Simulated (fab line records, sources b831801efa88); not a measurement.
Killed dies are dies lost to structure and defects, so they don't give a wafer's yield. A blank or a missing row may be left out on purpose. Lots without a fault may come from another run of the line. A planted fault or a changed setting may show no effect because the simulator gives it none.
fab line records | flow sky130
record lots=12 wafers=36 last_day=50
route steps=708 shown VT_ADJUST_HVTP@95 VT_ADJUST_LVTN@104 VT_ADJUST_HVTR@140 PAD_OPEN@708
lots that met no fault: from a run of the same line without faults
start_h: hours from the record's first day to the start of the lot's first wafer shown | wait_h: hours since the lot's step before | " the same as in the row above | L1.1+2: a row that stands for several wafers | - no value, or no start given | * or withheld: withheld | < > ~ a bound
route shown NAME@n: a module of which the file shows steps, and the number in the route of the first | usual: mean/standard deviation of fault-free wafers | same: alike in all rows | chamber/n: place in a boat | sites: the reading at each site | _std_site: their standard deviation | _edge_site: outer sites' mean less inner sites' | radius_mm: how far each site lies from the wafer's centre | mask NAME#n: copy n | behind: the tool/chamber that last shaped the wafer | hold: why the lot was held/for how many hours/how that ended | device: the transistor (n, p or np) that didn't switch | end of line: the same wafers' tests at the end of the route | a step without rows: its recipe alone | killed: dies lost to structure and defects at the first sort, not the wafer's yield | map: a wafer's dies, x killed, . not, _ none there
set.NAME: the setting as run; set.NAME@STEP: as run at that earlier step | model.NAME: the simulator's own value behind a step, which no gauge read
steps of the route over a sample of lots; a table a step, a row a wafer
services: from which hour (start_h, from the record's first day; less than 0 if before it) a tool's chamber was out of use, for how many hours, and why
## steps
# step SKY_VT_ADJUST_HVTP_STRIP_10
# recipe chemistry=O2/N2 power_w=1400 pressure_mtorr=1500 platen_temp_c=withheld o2_flow_sccm=3000 n2_flow_sccm=300 overash_fraction=0.5
# usual drypump_motor_current_A=5.8/0.56 oes_product_au=0.715/0.004 strip_time_to_endpoint_s=14.17/0.04
# columns lot.wafer tool chamber start_h wait_h drypump_motor_current_A oes_product_au rf_hours_counter_h strip_time_to_endpoint_s
L684.2 plasma_asher-02 1 124.60 0.1 5.4 0.718 44 14.11
L684.4 " 0 " " 6.3 0.705 - 14.16
L684.5 " 1 " " 5.4 0.716 - 14.13
L687.2 plasma_asher-02 0 139.57 0.1 6.3 0.713 45 14.13
L687.3 " 0 " " 6.3 0.716 - 14.12
L687.5 " 0 " " 6.3 0.710 - 14.21
L690.1 plasma_asher-02 0 157.55 0.1 6.3 0.720 47 14.18
L690.2 " 1 " " 5.4 0.715 47 14.17
L690.5 " 1 " " 5.4 0.712 - 14.16
L695.1 plasma_asher-04 1 194.56 0.1 5.0 0.716 39 14.17
L695.2 " 0 " " 5.9 0.718 39 14.18
L695.6 " 0 " " 5.9 0.723 - 14.16
L697.2 plasma_asher-01 0 209.06 0.1 6.4 0.715 54 14.19
L697.4 " 1 " " 5.0 0.710 - 14.20
L697.5 " 1 " " 5.0 0.717 - 14.21
L698.1 plasma_asher-01 0 210.30 0.1 6.4 0.715 54 14.16
L698.5 " 1 " " 5.0 0.707 - 14.20
L698.6 " 0 " " 6.4 0.719 - 14.19
L700.1 plasma_asher-02 1 232.09 0.1 5.4 0.718 54 14.25
L700.4 " 1 " " 5.4 0.717 - 14.28
L700.6 " 0 " " 6.3 0.713 - 14.30
L703.1 plasma_asher-02 0 246.50 0.1 6.3 0.716 56 14.10
L703.3 " 1 " " 5.4 0.714 - 14.16
L703.5 " 0 " " 6.3 0.714 - 14.18
L704.1 plasma_asher-01 1 246.56 0.1 5.0 0.719 56 14.23
L704.5 " 1 " " 5.0 0.718 - 14.23
L704.6 " 0 " " 6.4 0.714 - 14.25
L705.3 plasma_asher-01 1 255.38 0.1 5.0 0.715 - 14.09
L705.4 " 0 " " 6.4 0.722 - 14.10
L705.5 " 1 " " 5.0 0.724 - 14.13
L706.2 plasma_asher-04 0 263.74 0.1 5.9 0.711 46 14.15
L706.3 " 1 " " 5.0 0.714 - 14.18
L706.4 " 0 " " 5.9 0.719 - 14.16
L707.1 plasma_asher-01 1 266.61 0.1 5.0 0.718 58 14.22
L707.3 " 0 " " 6.4 0.721 - 14.21
L707.5 " 0 " " 6.4 0.714 - 14.18
# step SKY_VT_ADJUST_LVTN_OVL_MEAS_07
# usual VT_ADJUST_LVTN_OVL=0.0/1.6
# columns lot.wafer tool chamber start_h wait_h VT_ADJUST_LVTN_OVL[nm]
L684.2 overlay-01 - 143.25 - 1.6
L684.4 " - " " 1.7
L684.5 " - " " 2.0
L687.2 overlay-02 - 159.79 - 1.4
L687.3 " - " " 1.3
L687.5 " - " " -0.9
L690.1 overlay-01 - 177.69 - 1.4
L690.2 " - " " 2.1
L690.5 " - " " 1.5
L695.1 overlay-01 - 216.25 - 0.2
L695.2 " - " " 0.1
L695.6 " - " " 0.0
L697.2 overlay-01 - 231.39 - 2.2
L697.4 " - " " 1.2
L697.5 " - " " 1.4
L698.1 overlay-01 - 232.90 - -1.3
L698.5 " - " " -1.0
L698.6 " - " " -0.4
L700.1 overlay-01 - 255.70 - 0.2
L700.4 " - " " -1.5
L700.6 " - " " 0.9
L703.1 overlay-02 - 269.94 - -1.1
L703.3 " - " " -0.4
L703.5 " - " " -1.4
L704.1 overlay-01 - 270.18 - -1.0
L704.5 " - " " -1.5
L704.6 " - " " -2.1
L705.3 overlay-02 - 278.99 - -0.3
L705.4 " - " " -0.5
L705.5 " - " " 0.9
L706.2 overlay-01 - 288.40 - 1.9
L706.3 " - " " 1.9
L706.4 " - " " 1.6
L707.1 overlay-02 - 291.74 - 1.1
L707.3 " - " " 0.8
L707.5 " - " " 1.6
# step SKY_VT_ADJUST_LVTN_STRIP_09
# recipe chemistry=O2/N2 power_w=1400 pressure_mtorr=1500 platen_temp_c=withheld o2_flow_sccm=3000 n2_flow_sccm=300 overash_fraction=0.5
# usual drypump_motor_current_A=5.6/0.51 oes_product_au=0.723/0.0046 strip_time_to_endpoint_s=36.93/0.095
# columns lot.wafer tool chamber start_h wait_h drypump_motor_current_A oes_product_au rf_hours_counter_h strip_time_to_endpoint_s
L684.2 plasma_asher-04 0 143.43 0.1 5.9 0.734 34 36.80
L684.4 " 0 " " 5.9 0.720 - 37.03
L684.5 " 0 " " 5.9 0.732 - 36.99
L687.2 plasma_asher-03 1 159.97 0.1 5.6 0.725 4 36.95
L687.3 " 1 " " 5.6 0.713 - 36.79
L687.5 " 0 " " 5.9 0.724 - 36.84
L690.1 plasma_asher-03 0 177.87 0.1 5.9 0.722 6 36.93
L690.2 " 1 " " 5.6 0.725 6 36.96
L690.5 " 0 " " 5.9 0.722 - 36.84
L695.1 plasma_asher-04 0 216.43 0.1 5.9 0.722 41 36.94
L695.2 " 1 " " 5.0 0.720 41 36.90
L695.6 " 1 " " 4.9 0.719 - 36.99
L697.2 plasma_asher-04 0 231.57 0.1 5.9 0.725 42 36.92
L697.4 " 0 " " 5.9 0.730 - 37.16
L697.5 " 1 " " 5.0 0.722 - 37.05
L698.1 plasma_asher-04 1 233.08 0.1 5.0 0.723 43 37.16
L698.5 " 0 " " 5.9 0.719 - 37.04
L698.6 " 1 " " 5.0 0.720 - 37.03
L700.1 plasma_asher-01 1 255.88 0.1 5.0 0.721 57 36.95
L700.4 " 1 " " 5.0 0.719 - 36.93
L700.6 " 1 " " 5.0 0.719 - 36.91
L703.1 plasma_asher-01 0 270.12 0.1 6.4 0.718 59 36.93
L703.3 " 0 " " 6.4 0.719 - 36.84
L703.5 " 0 " " 6.4 0.724 - 36.89
L704.1 plasma_asher-04 1 270.36 0.1 4.9 0.717 47 36.89
L704.5 " 0 " " 5.9 0.731 - 37.02
L704.6 " 1 " " 4.9 0.727 - 36.99
L705.3 plasma_asher-03 1 279.20 0.1 5.7 0.724 - 36.90
L705.4 " 0 " " 5.9 0.727 - 36.88
L705.5 " 1 " " 5.7 0.721 - 36.87
L706.2 plasma_asher-01 0 288.58 0.1 6.4 0.726 61 36.75
L706.3 " 1 " " 5.0 0.720 - 36.82
L706.4 " 0 " " 6.4 0.733 - 36.83
L707.1 plasma_asher-04 0 291.92 0.1 5.9 0.728 49 36.82
L707.3 " 1 " " 5.0 0.725 - 36.60
L707.5 " 0 " " 5.9 0.717 - 36.80
# step SKY_VT_ADJUST_HVTR_IMPLANT_09
# recipe species=B energy_kev=10 dose_cm2=2.1e+12 tilt_deg=withheld
# usual dose_ions_cm2=2.1002e+12/2.2e+09 faraday_current_uA=11.85/0.22
# same implant_ion_amu=11
# columns lot.wafer tool chamber start_h wait_h dose_ions_cm2 faraday_current_uA
L684.2 implanter-02 0 206.09 0.0 2.1004e+12 11.78
L684.4 " 0 " " 2.0981e+12 11.82
L684.5 " 0 " " 2.1002e+12 11.80
L687.2 implanter-04 0 224.46 0.0 2.0969e+12 12.17
L687.3 " 0 " " 2.0996e+12 11.76
L687.5 " 0 " " 2.097e+12 11.53
L690.1 implanter-02 0 244.66 0.0 2.1011e+12 11.99
L690.2 " 0 " " 2.0982e+12 11.74
L690.5 " 0 " " 2.0966e+12 11.74
L695.1 implanter-02 0 287.56 0.0 1.3721e+12 7.64
L695.2 " 0 " " 1.3739e+12 7.48
L695.6 " 0 " " 1.3713e+12 7.63
L697.2 implanter-02 0 304.89 0.0 1.3711e+12 8.11
L697.4 " 0 " " 1.3706e+12 7.73
L697.5 " 0 " " 1.372e+12 7.73
L698.1 implanter-01 0 306.88 0.0 2.1005e+12 11.99
L698.5 " 0 " " 2.0986e+12 12.04
L698.6 " 0 " " 2.102e+12 11.74
L700.1 implanter-04 0 331.89 0.0 2.1011e+12 11.64
L700.4 " 0 " " 2.1017e+12 11.94
L700.6 " 0 " " 2.1004e+12 11.85
L703.1 implanter-04 0 347.44 0.0 2.1014e+12 11.68
L703.3 " 0 " " 2.1011e+12 12.18
L703.5 " 0 " " 2.1023e+12 11.49
L704.1 implanter-04 0 349.54 0.0 2.0985e+12 11.57
L704.5 " 0 " " 2.1009e+12 12.05
L704.6 " 0 " " 2.1008e+12 12.06
L705.3 implanter-04 0 358.03 0.1 2.1023e+12 11.94
L705.4 " 0 " " 2.1027e+12 11.55
L705.5 " 0 " " 2.0997e+12 11.89
L706.2 implanter-04 0 368.46 0.0 2.0984e+12 12.02
L706.3 " 0 " " 2.0992e+12 12.01
L706.4 " 0 " " 2.1015e+12 11.99
L707.1 implanter-04 0 372.39 0.0 2.0956e+12 11.71
L707.3 " 0 " " 2.0964e+12 11.49
L707.5 " 0 " " 2.0974e+12 11.39
# step SKY_VT_ADJUST_HVTR_TW_MEAS_11
# usual VT_ADJUST_HVTR_TW=211.4/0.95
# columns lot.wafer tool chamber start_h wait_h VT_ADJUST_HVTR_TW
L684.2 film_metro-02 - 206.32 0.1 209.9
L684.4 " - " " 211.8
L684.5 " - " " 211.7
L687.2 film_metro-04 - 224.70 0.1 210.3
L687.3 " - " " 210.2
L687.5 " - " " 211.5
L690.1 film_metro-03 - 244.91 0.1 210.9
L690.2 " - " " 209.6
L690.5 " - " " 210.7
L695.1 film_metro-04 - 287.81 0.1 187.2
L695.2 " - " " 188.1
L695.6 " - " " 187.5
L697.2 film_metro-03 - 305.12 0.1 187.7
L697.4 " - " " 187.4
L697.5 " - " " 187.5
L698.1 film_metro-02 - 307.13 0.1 209.7
L698.5 " - " " 211.3
L698.6 " - " " 210.6
L700.1 film_metro-02 - 332.14 0.1 211.2
L700.4 " - " " 210.9
L700.6 " - " " 210.2
L703.1 film_metro-04 - 347.69 0.1 209.6
L703.3 " - " " 211.2
L703.5 " - " " 209.9
L704.1 film_metro-04 - 349.94 0.1 209.9
L704.5 " - " " 210.5
L704.6 " - " " 210.0
L705.3 film_metro-03 - 358.25 0.1 211.0
L705.4 " - " " 211.4
L705.5 " - " " 212.2
L706.2 film_metro-02 - 368.69 0.1 211.0
L706.3 " - " " 213.5
L706.4 " - " " 211.5
L707.1 film_metro-02 - 372.64 0.1 212.7
L707.3 " - " " 211.1
L707.5 " - " " 211.8
# step SKY_PAD_OPEN_PROBE_99
# usual killed_at_M0_to_M3=44/6.9 killed_at_M4_up=3.3/1.7 killed_at_contacts=24/4.7 killed_at_front_end=15/4.5 killed_at_other=0.2/0.49 killed_dies=86/8.4 killed_open=47/6.5 killed_short=39/6
# same gross_dies=492 killed_at_back_side=0
# columns lot.wafer tool chamber start_h wait_h killed_at_M0_to_M3 killed_at_M4_up killed_at_contacts killed_at_front_end killed_at_other killed_dies killed_open killed_short
L687.2 prober-02 - 1090.85 0.1 41 4 24 13 0 82 44 38
L687.3 prober-02 - 1090.90 0.2 53 3 23 18 1 98 54 44
L687.5 prober-02 - 1091.00 0.2 42 5 20 15 0 82 45 37
L695.1 prober-01 - 1147.46 0.1 46 3 19 11 0 79 41 38
L695.2 prober-01 - 1147.51 0.1 43 4 14 18 0 79 45 34
L695.6 prober-01 - 1147.71 0.2 46 5 24 13 0 88 52 36
L697.2 prober-02 - 1162.72 0.1 48 0 18 18 0 84 47 37
L697.4 prober-02 - 1162.82 0.2 33 6 28 14 0 81 35 46
L697.5 prober-02 - 1162.87 0.2 43 7 28 13 0 91 43 48
L703.1 prober-02 - 1183.93 0.1 50 6 23 10 0 89 52 37
L703.3 prober-02 - 1184.03 0.2 41 4 23 13 0 81 47 34
L703.5 prober-02 - 1184.13 0.2 38 1 17 24 0 80 47 33
L706.2 prober-02 - 1195.52 0.1 56 3 30 15 0 104 53 51
L706.3 prober-02 - 1195.57 0.2 37 7 19 15 0 78 41 37
L706.4 prober-02 - 1195.62 0.2 44 3 25 16 0 88 48 40
# killed by level:class
L687.2 VIA1:geometric_particle:open=15 CONTACT:geometric_particle:open=7 LOCAL_INTERCONNECT:geometric_particle:short=5 METAL2:geometric_particle:short=5 FIELD_ISO:geometric_particle:open=4 FIELD_ISO:geometric_particle:short=4 CONTACT:geometric_particle:short=4 VIA3:geometric_particle:open=4
L687.3 VIA1:geometric_particle:open=13 CONTACT:geometric_particle:open=10 VIA2:geometric_particle:open=10 VIA3:geometric_particle:open=7 METAL2:geometric_particle:short=7 CONTACT:geometric_particle:short=6 POLY_GATE:geometric_particle:short=5 SPACER:geometric_particle:short=5
L687.5 CONTACT:geometric_particle:open=12 VIA2:geometric_particle:open=8 VIA1:geometric_particle:short=7 VIA1:geometric_particle:open=6 POLY_GATE:geometric_particle:short=5 METAL2:geometric_particle:short=5 FIELD_ISO:geometric_particle:open=4 METAL1:geometric_particle:short=4
L695.1 VIA1:geometric_particle:open=11 VIA2:geometric_particle:open=6 METAL2:geometric_particle:short=6 VIA3:geometric_particle:open=6 LI_CONTACT:geometric_particle:open=4 CONTACT:geometric_particle:short=4 CONTACT:geometric_particle:open=4 VIA1:geometric_particle:short=4
L695.2 VIA1:geometric_particle:open=12 VIA3:geometric_particle:open=8 FIELD_ISO:geometric_particle:open=5 FIELD_ISO:geometric_particle:short=5 METAL2:geometric_particle:short=5 LI_CONTACT:geometric_particle:open=4 CONTACT:geometric_particle:open=4 POLY_GATE:geometric_particle:open=3
L695.6 LI_CONTACT:geometric_particle:open=10 VIA2:geometric_particle:open=9 VIA1:geometric_particle:open=8 CONTACT:geometric_particle:open=8 METAL2:geometric_particle:short=7 VIA3:geometric_particle:open=6 METAL1:geometric_particle:short=5 CONTACT:geometric_particle:short=5
L697.2 VIA1:geometric_particle:open=12 VIA3:geometric_particle:open=8 FIELD_ISO:geometric_particle:short=7 CONTACT:geometric_particle:open=7 VIA2:geometric_particle:short=5 VIA2:geometric_particle:open=5 LOCAL_INTERCONNECT:geometric_particle:short=4 METAL3:geometric_particle:short=4
L697.4 METAL1:geometric_particle:short=8 CONTACT:geometric_particle:open=7 LI_CONTACT:geometric_particle:short=6 LI_CONTACT:geometric_particle:open=6 VIA1:geometric_particle:open=5 VIA1:geometric_particle:short=5 METAL4:geometric_particle:short=5 CONTACT:geometric_particle:short=4
L697.5 CONTACT:geometric_particle:open=10 VIA1:geometric_particle:open=9 CONTACT:geometric_particle:short=7 VIA3:geometric_particle:open=7 VIA2:geometric_particle:open=7 METAL4:geometric_particle:short=7 LOCAL_INTERCONNECT:geometric_particle:short=6 METAL3:geometric_particle:short=5
L703.1 VIA1:geometric_particle:open=14 CONTACT:geometric_particle:open=7 LI_CONTACT:geometric_particle:open=7 VIA3:geometric_particle:open=5 METAL1:geometric_particle:short=5 METAL1:geometric_particle:open=5 VIA2:geometric_particle:open=5 FIELD_ISO:geometric_particle:open=4
L703.3 VIA1:geometric_particle:open=17 CONTACT:geometric_particle:open=8 CONTACT:geometric_particle:short=6 VIA2:geometric_particle:open=6 LI_CONTACT:geometric_particle:open=5 METAL1:geometric_particle:short=5 FIELD_ISO:geometric_particle:short=4 VIA2:geometric_particle:short=4
L703.5 VIA1:geometric_particle:open=16 FIELD_ISO:geometric_particle:open=9 FIELD_ISO:geometric_particle:short=6 LI_CONTACT:geometric_particle:open=6 VIA2:geometric_particle:short=4 CONTACT:geometric_particle:open=4 METAL1:geometric_particle:short=4 METAL2:geometric_particle:short=4
L706.2 VIA1:geometric_particle:open=15 CONTACT:geometric_particle:open=11 METAL1:geometric_particle:short=8 FIELD_ISO:geometric_particle:short=7 LI_CONTACT:geometric_particle:open=7 VIA3:geometric_particle:open=7 VIA1:geometric_particle:short=6 CONTACT:geometric_particle:short=5
L706.3 CONTACT:geometric_particle:open=11 METAL1:geometric_particle:short=7 VIA1:geometric_particle:open=7 POLY_GATE:geometric_particle:short=6 VIA3:geometric_particle:short=6 METAL4:geometric_particle:short=6 LI_CONTACT:geometric_particle:open=5 VIA3:geometric_particle:open=5
L706.4 LI_CONTACT:geometric_particle:open=9 CONTACT:geometric_particle:open=9 VIA1:geometric_particle:open=8 VIA1:geometric_particle:short=7 FIELD_ISO:geometric_particle:open=5 METAL1:geometric_particle:short=5 VIA3:geometric_particle:open=5 VIA3:geometric_particle:short=5
## services
# columns tool chamber start_h hours kind
implanter-01 - 106.78 44.9 pm
plasma_asher-03 - 108.75 9.0 pm
plasma_asher-03 0 108.75 9.0 vent_cycle
plasma_asher-03 1 108.75 9.0 vent_cycle
plasma_asher-03 0 117.75 - clean
plasma_asher-03 1 117.75 - clean
implanter-01 - 161.37 3.1 pm
implanter-02 - 163.65 2.7 pm
implanter-01 - 164.76 1.0 repair
implanter-04 - 187.33 6.3 pm
plasma_asher-01 - 228.18 14.6 pm
implanter-04 - 243.52 4.8 pm
plasma_asher-02 - 252.73 0.9 repair
plasma_asher-01 - 271.71 2.8 pm
plasma_asher-04 - 281.48 5.6 repair
plasma_asher-03 - 281.94 2.9 repair
plasma_asher-03 - 283.02 4.3 repair
plasma_asher-01 - 284.23 0.6 repair
plasma_asher-01 - 308.17 28.1 pm
implanter-02 - 309.21 5.5 pm
implanter-01 - 310.17 3.2 repair
implanter-04 - 343.14 1.0 repair
## key
first_sign step=SKY_VT_ADJUST_HVTR_IMPLANT_09 reading=dose_ions_cm2 direction=down sigmas=99+ usual=* struck=*
effect step=SKY_VT_ADJUST_HVTR_IMPLANT_09 reading=faraday_current_uA direction=down sigmas=19 usual=11.85 struck=7.72
effect step=SKY_VT_ADJUST_HVTR_TW_MEAS_11 reading=VT_ADJUST_HVTR_TW direction=down sigmas=25 usual=211.4 struck=187.5
met_at SKY_VT_ADJUST_HVTR_IMPLANT_09
struck_lots L695,L697
tester_left_out L695,L697
not_acting_at SKY_VT_ADJUST_HVTP_STRIP_10,SKY_VT_ADJUST_LVTN_OVL_MEAS_07,SKY_VT_ADJUST_LVTN_STRIP_09
onset_between 244.66 287.56
fault kind=process_parameter_drift tool=implanter-02 chamber=- onset_h=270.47 steps=SKY_VT_ADJUST_HVTR_IMPLANT_09 channel=dose_cm2 offset=* shape=step end_h=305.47 acts_in=* stated=*
# tester_left_out: of these lots the tester's yield and bins aren't shown, on N5 and GAA mostly nor the transistor test; their killed dies are dies lost to structure and defects alone, not to doping, threshold or leakage, so they don't give the yield
